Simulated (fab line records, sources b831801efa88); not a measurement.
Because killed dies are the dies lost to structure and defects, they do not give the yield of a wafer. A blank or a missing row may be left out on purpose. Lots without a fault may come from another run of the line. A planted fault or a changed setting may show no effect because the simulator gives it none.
What tool caused it? :: flow gf180mcu :: Sampling: 13 lots, 39 wafers, 2 of 602 route steps

== WHAT EACH GAUGE READ, for each wafer ==
GF_V1_RS_MEAS_24: a four-point-probe measurement.
lot: L415
measured: day 18 08:19
on: filmMetro-02
V1_W_RS (ohm/sq): 0.335 0.328 0.332

lot: L416
measured: day 18 17:43
on: filmMetro-04
V1_W_RS (ohm/sq): 0.325 0.323 0.328

lot: L417
measured: day 18 21:10
on: filmMetro-02
V1_W_RS (ohm/sq): 0.327 0.329 0.329

lot: L418
measured: day 19 13:35
on: filmMetro-01
V1_W_RS (ohm/sq): 0.328 0.326 0.329

lot: L420
measured: day 20 05:58
on: filmMetro-02
V1_W_RS (ohm/sq): 0.323 0.325 0.326

lot: L422
measured: day 21 09:08
on: filmMetro-04
V1_W_RS (ohm/sq): 0.328 0.329 0.334

lot: L424
measured: day 21 16:50
on: filmMetro-02
V1_W_RS (ohm/sq): 0.321 0.318 0.328

lot: L426
measured: day 22 06:21
on: filmMetro-04
V1_W_RS (ohm/sq): 0.331 0.331 0.328

lot: L433
measured: day 24 11:53
on: filmMetro-01
V1_W_RS (ohm/sq): 0.324 0.323 0.324

lot: L434
measured: day 25 03:19
on: filmMetro-04
V1_W_RS (ohm/sq): 0.328 0.333 0.332

lot: L435
measured: day 25 03:38
on: filmMetro-01
V1_W_RS (ohm/sq): 0.327 0.323 0.326

lot: L437
measured: day 25 18:57
on: filmMetro-02
V1_W_RS (ohm/sq): 0.328 0.327 0.332

lot: L438
measured: day 26 03:33
on: filmMetro-02
V1_W_RS (ohm/sq): 0.327 0.321 0.324

== EACH LOT AND THE TOOL THAT RAN IT (in order: tool; ch and the chambers of the sampled wafers; start) ==
lot: L415
GF_M1_SPUTTER_00: pvdSputter-03, day 16 07:26

lot: L416
GF_M1_SPUTTER_00: pvdSputter-03, day 16 16:12

lot: L417
GF_M1_SPUTTER_00: pvdSputter-01, day 16 19:00

lot: L418
GF_M1_SPUTTER_00: pvdSputter-02, day 17 10:45

lot: L420
GF_M1_SPUTTER_00: pvdSputter-01, day 18 02:52

lot: L422
GF_M1_SPUTTER_00: pvdSputter-03, day 19 06:08

lot: L424
GF_M1_SPUTTER_00: pvdSputter-02, day 19 14:06

lot: L426
GF_M1_SPUTTER_00: pvdSputter-03, day 20 04:49

lot: L433
GF_M1_SPUTTER_00: pvdSputter-01, day 22 11:41

lot: L434
GF_M1_SPUTTER_00: pvdSputter-03, day 23 03:16

lot: L435
GF_M1_SPUTTER_00: pvdSputter-01, day 23 04:05

lot: L437
GF_M1_SPUTTER_00: pvdSputter-01, day 23 21:19

lot: L438
GF_M1_SPUTTER_00: pvdSputter-02, day 24 05:59
- GF_M1_SPUTTER_00: material Ti, target thk 37.5 nm, time 150 s.

== AS READ BY THE TOOLS THEMSELVES (means over the sampled wafers that have a number; for cases with no such wafer, the mark the record gives instead) ==
GF_M1_SPUTTER_00.
lot: L415
tool: pvdSputter-03
throttleValvePct (%): 28.8

lot: L416
tool: pvdSputter-03
throttleValvePct (%): 31.1

lot: L417
tool: pvdSputter-01
throttleValvePct (%): 29.8

lot: L418
tool: pvdSputter-02
throttleValvePct (%): 30.8

lot: L420
tool: pvdSputter-01
throttleValvePct (%): 30.3

lot: L422
tool: pvdSputter-03
throttleValvePct (%): 30.9

lot: L424
tool: pvdSputter-02
throttleValvePct (%): 30.4

lot: L426
tool: pvdSputter-03
throttleValvePct (%): 31.3

lot: L433
tool: pvdSputter-01
throttleValvePct (%): 29.8

lot: L434
tool: pvdSputter-03
throttleValvePct (%): 29.7

lot: L435
tool: pvdSputter-01
throttleValvePct (%): 29.7

lot: L437
tool: pvdSputter-01
throttleValvePct (%): 30.4

lot: L438
tool: pvdSputter-02
throttleValvePct (%): 30.2

== THE ANSWER, worked out from the rows above alone ==
Rule: what is usual is taken from the lots themselves. Put in order of their means at a reading, lots are off if they are a third of the lots or fewer, leave a main group of 4 or more, and stand apart from it by a gap of 3 or more times the standard deviation of the main group's means; of several such gaps the widest counts. Not used: any main group whose means are identical at the precision the tables above print for the reading. Also off: a lot with no number at a reading for which 4 or more lots have one. All remaining lots with rows at the step are treated as sound. First the gauges in route order, then the tools' own readings, where a lot's mean is used as printed above. At the first step where some lot is off, the reading lying furthest off is the one used; lots without a number count as furthest.
Across all readings shown, no lot is off: no conclusion can be drawn from this.

== WHAT WAS PUT IN BY THE SIMULATOR ==
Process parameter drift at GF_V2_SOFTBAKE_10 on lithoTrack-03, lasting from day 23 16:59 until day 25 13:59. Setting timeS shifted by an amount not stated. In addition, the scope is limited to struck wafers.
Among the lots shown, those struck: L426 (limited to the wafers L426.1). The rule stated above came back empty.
